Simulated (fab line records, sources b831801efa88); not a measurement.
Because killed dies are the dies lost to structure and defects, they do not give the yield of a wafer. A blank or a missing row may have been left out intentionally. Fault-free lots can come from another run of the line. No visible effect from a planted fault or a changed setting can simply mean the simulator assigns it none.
fab line records	flow sky130
record: lots: 13	wafers: 39	last-day: 50
route steps=708 shown METAL4@630 VIA4@656 METAL5@676
lots that met no fault: from a run of the same line without faults
start-h: start of the lot's first displayed wafer, in hours after the record's first day	wait-h: hours since the lot's step before	" identical to the entry in the row above	L1.1+2: a row that stands for several wafers	- no value, or no start given	* or withheld: withheld	< > ~ a bound
route shown NAME@n: names a module that has steps shown in the file, with the first one's number in the route	usual: mean/standard deviation of fault-free wafers	same: alike in all rows	chamber/n: place in a boat	sites: each site's reading	_std_site: the standard deviation of these	_edge_site: inner sites' mean taken away from outer sites' mean	radius-mm: how far each site lies from the wafer's centre	mask NAME#n: copy n	behind: tool/chamber where the wafer was last shaped	hold: why the lot was held/for how many hours/how that ended	device: the n, p or np transistor that did not switch	end of line: the tests these same wafers got at the end of their route	a step with no rows: only its recipe	killed: dies that structure and defects cost at the first sort, which is not the same as the wafer's yield	map: shows each die of a wafer: x if killed, . if not, _ if none is there
set.NAME: setting as actually run; set.NAME@STEP: the setting as run at that earlier step	model.NAME: the simulator's own value behind a step, which no gauge read
one table for each step of the route and one row for each wafer, over a sample of lots
services: the hour from which a tool's chamber was out of use, counted from the record's first day as start-h (under 0 if before that day), plus the number of hours and why
== steps ==
step: SKY_METAL4_OVL_MEAS_14
usual: METAL4_OVL: -2/5.4
lot.wafer	tool	chamber	start-h	wait-h	METAL4_OVL[nm]
L779.2	overlay-02	-	976.09	0.1	-4
L779.3	"	-	"	"	9
L779.4	"	-	"	"	-4
L780.1	overlay-02	-	983.88	0.1	-2
L780.3	"	-	"	"	-4
L780.5	"	-	"	"	2
L782.2	overlay-01	-	1000.54	0.1	-10
L782.3	"	-	"	"	-7
L782.4	"	-	"	"	-8
L783.2	overlay-02	-	1007.15	0.1	-2
L783.3	"	-	"	"	4
L783.5	"	-	"	"	0
L784.1	overlay-01	-	1009.70	0.1	-9
L784.3	"	-	"	"	3
L784.6	"	-	"	"	1
L785.1	overlay-02	-	1020.93	0.1	0
L785.3	"	-	"	"	-2
L785.4	"	-	"	"	-8
L787.4	overlay-01	-	1032.81	0.1	-4
L787.5	"	-	"	"	-7
L787.6	"	-	"	"	3
L788.1	overlay-02	-	1041.54	0.1	-1
L788.2	"	-	"	"	-14
L788.4	"	-	"	"	-10
L789.2	overlay-01	-	1046.30	0.1	0
L789.5	"	-	"	"	-11
L789.6	"	-	"	"	-6
L790.1	overlay-01	-	1056.73	0.1	4
L790.4	"	-	"	"	4
L790.5	"	-	"	"	0
L796.1	overlay-02	-	1090.84	0.1	8
L796.2	"	-	"	"	1
L796.5	"	-	"	"	4
L797.1	overlay-02	-	1095.34	0.1	5
L797.3	"	-	"	"	2
L797.6	"	-	"	"	-14
L802.1	overlay-01	-	1119.95	0.1	0
L802.3	"	-	"	"	-4
L802.6	"	-	"	"	-5
step: SKY_METAL4_STRIP_19
recipe: chemistry: O2/N2	power-w: 1400	pressure-mtorr: 1500	platen-temp-c: withheld	o2-flow-sccm: 3000	n2-flow-sccm: 300	overash-fraction: 0.5
usual: drypump-motor-current-A: 6.1/0.32	oes-product-au: 0.505/0.0058	strip-time-to-endpoint-s: 6.60/0.092
lot.wafer	tool	chamber	start-h	wait-h	drypump-motor-current-A	oes-product-au	rf-hours-counter-h	strip-time-to-endpoint-s
L779.2	plasma-asher-02	1	976.45	0.1	6.1	0.504	23	6.56
L779.3	"	1	"	"	6.1	0.506	-	6.64
L779.4	"	0	"	"	6.7	0.495	-	6.52
L780.1	plasma-asher-04	1	984.25	0.1	5.9	0.509	56	6.57
L780.3	"	1	"	"	5.9	0.504	-	6.57
L780.5	"	1	"	"	5.9	0.520	-	6.62
L782.2	plasma-asher-02	1	1001.03	0.1	6.0	0.513	25	6.59
L782.3	"	1	"	"	6.0	0.513	-	6.71
L782.4	"	0	"	"	6.7	0.511	-	6.60
L783.2	plasma-asher-04	1	1007.51	0.1	5.9	0.505	58	6.59
L783.3	"	1	"	"	5.9	0.503	-	6.55
L783.5	"	1	"	"	5.8	0.505	-	6.61
L784.1	plasma-asher-04	0	1010.06	0.1	5.7	0.507	59	6.49
L784.3	"	1	"	"	5.9	0.510	-	6.48
L784.6	"	0	"	"	5.7	0.492	-	6.47
L785.1	plasma-asher-03	0	1021.30	0.1	6.2	0.510	120	6.62
L785.3	"	1	"	"	6.3	0.511	-	6.74
L785.4	"	0	"	"	6.2	0.502	-	6.62
L787.4	plasma-asher-02	1	1033.37	0.2	6.1	0.509	-	6.65
L787.5	"	1	"	"	6.0	0.504	-	6.68
L787.6	"	0	"	"	6.7	0.512	-	6.68
L788.1	plasma-asher-04	0	1041.91	0.1	5.8	0.501	62	6.54
L788.2	"	1	"	"	5.9	0.511	62	6.66
L788.4	"	1	"	"	5.9	0.515	-	6.65
L789.2	plasma-asher-04	0	1046.66	0.1	5.7	0.501	62	6.51
L789.5	"	1	"	"	5.9	0.503	-	6.51
L789.6	"	0	"	"	5.8	0.506	-	6.59
L790.1	plasma-asher-04	0	1057.18	0.2	5.8	0.505	63	6.65
L790.4	"	1	"	"	5.8	0.511	-	6.70
L790.5	"	1	"	"	5.9	0.502	-	6.67
L796.1	plasma-asher-03	0	1091.20	0.1	6.2	0.503	3	6.58
L796.2	"	1	"	"	6.3	0.497	3	6.49
L796.5	"	0	"	"	6.2	0.498	-	6.53
L797.1	plasma-asher-02	1	1095.70	0.1	6.1	0.510	33	6.66
L797.3	"	0	"	"	6.7	0.507	-	6.68
L797.6	"	1	"	"	6.1	0.507	-	6.67
L802.1	plasma-asher-04	0	1120.31	0.1	5.8	0.509	70	6.58
L802.3	"	0	"	"	5.8	0.505	-	6.54
L802.6	"	0	"	"	5.7	0.510	-	6.65
step: SKY_VIA4_SPUTTER_17
recipe: material: TiN	target-thk-nm: 20	chamber-pressure-pa: 5	power-w: 4000	time-s: 80
usual: throttle-valve-pct: 30.0/0.7
lot.wafer	tool	chamber	start-h	wait-h	throttle-valve-pct
L779.2	pvd-sputter-01	-	1001.86	0.0	30.8
L779.3	"	-	"	"	31.0
L779.4	"	-	"	"	30.5
L780.1	pvd-sputter-03	-	1009.63	0.0	29.3
L780.3	"	-	"	"	30.7
L780.5	"	-	"	"	29.6
L782.2	pvd-sputter-03	-	1025.56	0.0	29.3
L782.3	"	-	"	"	30.7
L782.4	"	-	"	"	29.6
L783.2	pvd-sputter-04	-	1031.82	0.0	30.5
L783.3	"	-	"	"	30.7
L783.5	"	-	"	"	29.5
L784.1	pvd-sputter-01	-	1034.73	0.0	30.3
L784.3	"	-	"	"	30.9
L784.6	"	-	"	"	30.9
L785.1	pvd-sputter-04	-	1045.41	0.0	29.8
L785.3	"	-	"	"	30.6
L785.4	"	-	"	"	30.4
L787.4	pvd-sputter-01	-	1057.89	0.0	30.6
L787.5	"	-	"	"	31.0
L787.6	"	-	"	"	28.9
L788.1	pvd-sputter-03	-	1065.33	0.0	29.7
L788.2	"	-	"	"	29.1
L788.4	"	-	"	"	30.8
L789.2	pvd-sputter-03	-	1070.17	0.0	29.5
L789.5	"	-	"	"	29.5
L789.6	"	-	"	"	29.3
L790.1	pvd-sputter-03	-	1080.18	0.0	29.3
L790.4	"	-	"	"	29.1
L790.5	"	-	"	"	29.3
L796.1	pvd-sputter-04	-	1113.48	0.0	30.0
L796.2	"	-	"	"	31.0
L796.5	"	-	"	"	29.5
L797.1	pvd-sputter-04	-	1117.08	0.0	29.7
L797.3	"	-	"	"	30.6
L797.6	"	-	"	"	30.8
L802.1	pvd-sputter-04	-	1141.19	0.0	29.3
L802.3	"	-	"	"	30.6
L802.6	"	-	"	"	30.5
step: SKY_METAL5_METAL_ETCH_15
recipe: target-depth-a: 12600	stop-on: SiO2	over-etch-frac: 0.2	time-s: 252	chemistry: Cl2/BCl3	resist-sidewall-deg: 86	pressure-mtorr: 10	icp-w: 900	bias-w: 48.5	Cl2_flow_sccm: 60	bcl3-flow-sccm: 30
usual: drypump-motor-current-A: 5.97/0.21	oes-product-au: 0.893/0.0053	throttle-valve-pct: 22.265/0.0081
lot.wafer	tool	chamber	start-h	wait-h	drypump-motor-current-A	oes-product-au	rf-hours-counter-h	throttle-valve-pct
L779.2	rie-metal-04	0	1025.65	0.0	6.37	0.895	1	22.257
L779.3	"	1	"	"	5.95	0.899	-	22.255
L779.4	"	0	"	"	6.35	0.889	-	22.253
L780.1	rie-metal-02	0	1033.15	0.0	5.89	0.896	5	22.261
L780.3	"	0	"	"	5.91	0.900	-	22.269
L780.5	"	1	"	"	5.69	0.895	-	22.263
L782.2	rie-metal-04	0	1049.10	0.0	6.39	0.887	3	22.271
L782.3	"	1	"	"	5.96	0.885	-	22.265
L782.4	"	0	"	"	6.37	0.889	-	22.260
L783.2	rie-metal-03	1	1055.21	0.0	5.87	0.891	21	22.258
L783.3	"	1	"	"	5.96	0.892	-	22.272
L783.5	"	1	"	"	5.89	0.890	-	22.268
L784.1	rie-metal-04	0	1058.05	0.0	6.39	0.890	3	22.262
L784.3	"	0	"	"	6.37	0.881	-	22.267
L784.6	"	1	"	"	5.91	0.888	-	22.264
L785.1	rie-metal-04	0	1067.91	0.0	6.39	0.898	4	22.262
L785.3	"	0	"	"	6.39	0.894	-	22.268
L785.4	"	1	"	"	5.92	0.902	-	22.282
L787.4	rie-metal-02	0	1080.19	0.1	5.89	0.895	-	22.264
L787.5	"	0	"	"	5.90	0.898	-	22.273
L787.6	"	1	"	"	5.71	0.898	-	22.263
L788.1	rie-metal-04	0	1086.80	0.0	6.39	0.900	5	22.268
L788.2	"	1	"	"	5.96	0.892	20	22.267
L788.4	"	1	"	"	5.98	0.891	-	22.252
L789.2	rie-metal-02	0	1091.10	0.0	5.90	0.885	8	22.254
L789.5	"	1	"	"	5.68	0.899	-	22.263
L789.6	"	0	"	"	5.89	0.885	-	22.276
L790.1	rie-metal-04	0	1101.01	0.0	6.38	0.895	6	22.279
L790.4	"	1	"	"	5.99	0.891	-	22.271
L790.5	"	1	"	"	5.94	0.892	-	22.270
L796.1	rie-metal-02	0	1133.01	0.0	5.88	0.904	11	22.257
L796.2	"	1	"	"	5.71	0.886	17	22.263
L796.5	"	1	"	"	5.72	0.895	-	22.254
L797.1	rie-metal-02	0	1137.15	0.0	5.89	0.740	11	22.267
L797.3	"	1	"	"	5.70	0.889	-	22.252
L797.6	"	1	"	"	5.70	0.890	-	22.260
L802.1	rie-metal-03	0	1159.81	0.0	5.88	0.882	27	22.265
L802.3	"	1	"	"	5.83	0.903	-	22.277
L802.6	"	0	"	"	5.91	0.897	-	22.251
step: SKY_METAL5_STRIP_16
recipe: chemistry: O2/N2	power-w: 1400	pressure-mtorr: 1500	platen-temp-c: withheld	o2-flow-sccm: 3000	n2-flow-sccm: 300	overash-fraction: 0.5
usual: drypump-motor-current-A: 6.27/0.21	oes-product-au: 0.711/0.0046	strip-time-to-endpoint-s: 13.10/0.16
lot.wafer	tool	chamber	start-h	wait-h	drypump-motor-current-A	oes-product-au	rf-hours-counter-h	strip-time-to-endpoint-s
L779.2	plasma-asher-01	0	1025.88	0.2	6.04	0.703	91	13.00
L779.3	"	0	"	"	6.05	0.715	-	12.93
L779.4	"	1	"	"	6.37	0.717	-	12.89
L780.1	plasma-asher-03	0	1033.38	0.2	6.19	0.712	121	13.07
L780.3	"	1	"	"	6.28	0.712	-	13.16
L780.5	"	0	"	"	6.20	0.713	-	12.92
L782.2	plasma-asher-01	0	1049.33	0.2	6.03	0.711	93	12.95
L782.3	"	0	"	"	6.03	0.711	-	13.04
L782.4	"	1	"	"	6.38	0.707	-	12.90
L783.2	plasma-asher-01	1	1055.45	0.2	6.36	0.704	94	13.33
L783.3	"	0	"	"	6.07	0.705	-	13.24
L783.5	"	0	"	"	6.08	0.709	-	13.25
L784.1	plasma-asher-01	1	1058.28	0.2	6.37	0.713	95	12.88
L784.3	"	1	"	"	6.34	0.715	-	12.90
L784.6	"	0	"	"	6.05	0.713	-	12.93
L785.1	plasma-asher-02	0	1068.15	0.2	6.70	0.708	30	12.86
L785.3	"	1	"	"	6.07	0.709	-	12.79
L785.4	"	0	"	"	6.71	0.720	-	12.82
L787.4	plasma-asher-02	0	1080.38	0.1	6.70	0.711	-	13.09
L787.5	"	1	"	"	6.07	0.714	-	13.08
L787.6	"	0	"	"	6.70	0.718	-	13.14
L788.1	plasma-asher-01	0	1087.03	0.2	6.01	0.712	98	13.12
L788.2	"	1	"	"	6.39	0.707	98	13.05
L788.4	"	1	"	"	6.37	0.704	-	12.93
L789.2	plasma-asher-01	0	1091.33	0.2	6.03	0.712	98	13.17
L789.5	"	0	"	"	6.03	0.714	-	13.24
L789.6	"	1	"	"	6.39	0.712	-	13.32
L790.1	plasma-asher-03	0	1101.25	0.2	6.17	0.715	4	12.75
L790.4	"	0	"	"	6.15	0.715	-	12.90
L790.5	"	1	"	"	6.27	0.702	-	12.92
L796.1	plasma-asher-02	0	1133.25	0.2	6.71	0.702	36	13.23
L796.2	"	1	"	"	6.08	0.721	36	13.06
L796.5	"	0	"	"	6.72	0.707	-	13.02
L797.1	plasma-asher-02	0	1137.38	0.2	6.69	0.705	37	16.60
L797.3	"	0	"	"	6.70	0.702	-	13.09
L797.6	"	1	"	"	6.10	0.705	-	13.11
L802.1	plasma-asher-03	0	1160.05	0.2	6.19	0.701	9	13.23
L802.3	"	1	"	"	6.27	0.719	-	13.03
L802.6	"	0	"	"	6.16	0.705	-	13.09
== services ==
tool	chamber	start-h	hours	kind
pvd-sputter-03	-	968.84	0.6	repair
plasma-asher-03	-	971.90	2.5	repair
plasma-asher-02	-	993.85	2.8	pm
rie-metal-04	0	995.13	-	clean
rie-metal-04	0	995.13	12.2	scheduled-down
rie-metal-04	0	995.13	12.2	vent-cycle
pvd-sputter-04	-	1017.72	2.0	repair
plasma-asher-04	-	1030.71	1.9	repair
plasma-asher-01	-	1041.62	0.9	repair
plasma-asher-04	-	1042.08	2.2	repair
plasma-asher-02	-	1051.52	14.6	pm
plasma-asher-03	-	1055.26	9.0	pm
plasma-asher-03	0	1055.26	9.0	vent-cycle
plasma-asher-03	1	1055.26	9.0	vent-cycle
rie-metal-02	-	1059.97	0.2	repair
pvd-sputter-04	2	1061.43	-	consumable-replace:kit
pvd-sputter-04	2	1061.43	18.0	scheduled-down
pvd-sputter-04	2	1061.43	18.0	vent-cycle
plasma-asher-03	-	1086.30	1.7	repair
plasma-asher-04	-	1103.84	2.8	pm
pvd-sputter-01	-	1107.61	8.2	repair
pvd-sputter-01	-	1136.47	5.7	repair
rie-metal-04	0	1139.26	3.7	repair
rie-metal-04	-	1147.11	0.4	repair
== key ==
first-sign: step: SKY_METAL5_METAL_ETCH_15	reading: oes-product-au	direction: down	sigmas: 29	usual: 0.893	struck: 0.740
effect: step: SKY_METAL5_STRIP_16	reading: strip-time-to-endpoint-s	direction: up	sigmas: 22	usual: *	struck: *
met-at SKY_METAL5_METAL_ETCH_15
struck-lots L797
struck-wafers L797.1
later-rows-left-out L797.1
sort-left-out L797.1
not-acting-at SKY_METAL4_OVL_MEAS_14,SKY_METAL4_STRIP_19,SKY_VIA4_SPUTTER_17
onset-between 1133.01 1137.15
fault: kind: process-parameter-drift	tool: rie-metal-02	chamber: -	onset-h: 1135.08	steps: SKY_METAL5_METAL_ETCH_15	channel: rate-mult	offset: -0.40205	shape: step	end-h: 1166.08	scope: struck-wafers-only
sort-left-out: the simulated sort isn't trusted on such a fault, so these wafers' sort isn't shown, and their yield isn't known
later-rows-left-out: the simulator's readings of these wafers behind a module that went badly wrong aren't trusted and aren't shown, but for the sort
